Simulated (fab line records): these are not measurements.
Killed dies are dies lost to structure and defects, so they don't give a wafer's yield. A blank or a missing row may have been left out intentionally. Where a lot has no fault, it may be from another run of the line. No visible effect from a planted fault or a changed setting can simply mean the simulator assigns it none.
8D (eight disciplines) problem report, filled in by code    flow sky130    the parts of the form that need people (team, actions taken, sign-off) are left out

== 1. WHAT IS WRONG ==
Wafers free of any fault read 928 nm (standard deviation 8.8) for LI_CONTACT_HDPCVD_THK at SKY_LI_CONTACT_THK_MEAS_01, against a mean of 1322 nm on 2 wafers of 2 lots. Measured from the usual mean, that is +45 standard deviations.
First seen on wafer L387.3, day 33 18:47, on film_metro-04. The record holds 36 wafers of 12 lots with a number at this step. By rule, "out" or "out of limits" means more than 4 standard deviations away from the usual mean. The other wafers with a number count as sound.

== 2. WHAT IT IS; WHAT IT IS NOT ==
question                     is                            is not
which readings at this step  LI_CONTACT_HDPCVD_THK         -
which lots                   L387, L389                    L370, L372, L375, L379, L380, L382, L383, L384, L386, L393
which wafers of those lots   L387.3, L389.6                L387.2, L387.6, L389.3, L389.4
read on which gauges         film_metro-03, film_metro-04  film_metro-02
when                         from day 33 18:47             up to then (29 sound wafers); but 5 sound wafers of L389, L393 came after

== 3. THE SUSPECTS, EACH WITH WHAT RULES IT OUT ==
Counting: any tool at a process step up to the reading remains a suspect provided it ran every lot that is out. Sound lots after the first of them don't rule it out here, since some wafers of a struck lot are sound.
- the gauge at SKY_LI_CONTACT_THK_MEAS_01 is ruled out. The wafers that are out were read on 2 gauges (film_metro-03, film_metro-04).
- hdpcvd-02 at SKY_LI_CONTACT_HDPCVD_00 (deposits PSG, target thk 930 nm, time 155 s): kept. It processed each lot that is out (first: L387, day 33 18:40); up to then, its last sound lot is L382 (day 32 10:43). Its own readings are out on those wafers: run_length_s.
- At SKY_LI_CONTACT_HDPCVD_00, inside hdpcvd-02: chamber 1 took the wafers that are out, while their sound lot-mates went through chambers 0, 2.
After counting, what remains is hdpcvd-02 at SKY_LI_CONTACT_HDPCVD_00.

== 4. THE CAUSE (what the simulator had put in) ==
hdpcvd-02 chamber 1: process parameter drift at SKY_LI_CONTACT_HDPCVD_00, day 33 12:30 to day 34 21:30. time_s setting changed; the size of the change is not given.
Only this tool survived the counting.

== 5. SEQUENCE OF EFFECTS, ordered by route ==
Rows list readings where the struck wafers' mean (over those with a number) sits beyond 3 standard deviations from the usual. Only readings whose record carries a usual standard deviation are examined. hours: median over the lots of the time between each lot's start at the first step of this table that gives one and its start at this step. sigmas: the change, counted in usual standard deviations.
hours  step                        reading                usual    on struck wafers  change  sigmas
0      SKY_LI_CONTACT_HDPCVD_00    run_length_s           183.0 s  248.1             +65.1   +99 or more
0      SKY_LI_CONTACT_THK_MEAS_01  LI_CONTACT_HDPCVD_THK  928 nm   1322              +394    +45
0      SKY_LI_CONTACT_CMP_02       time_to_endpoint_s     32.0 s   74.0              +42.0   +18
Here are the process steps it includes:
- SKY_LI_CONTACT_HDPCVD_00: deposits PSG, target thk 930 nm, time 155 s.
- SKY_LI_CONTACT_CMP_02: polishes PSG.
Later steps that measure or inspect, where all struck wafers having a row at the step show a number for every such reading and not one has moved that far: SKY_LI_CONTACT_CD_MEAS_12.

== 6. WHAT WOULD HAVE CAUGHT IT SOONER ==
In this record the first reading out of limits at a measuring or inspecting step was taken at day 33 18:47, 6 hours after the fault began at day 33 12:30.
The tool's own readings at SKY_LI_CONTACT_HDPCVD_00 were out on every struck wafer that the step has a row for (run_length_s): an alarm limit on them would have fired on the first of those.
L389, from the lots that are out (2), started SKY_LI_CONTACT_HDPCVD_00 on hdpcvd-02 later than day 33 18:47. Putting the tool on hold at that point would have spared it.
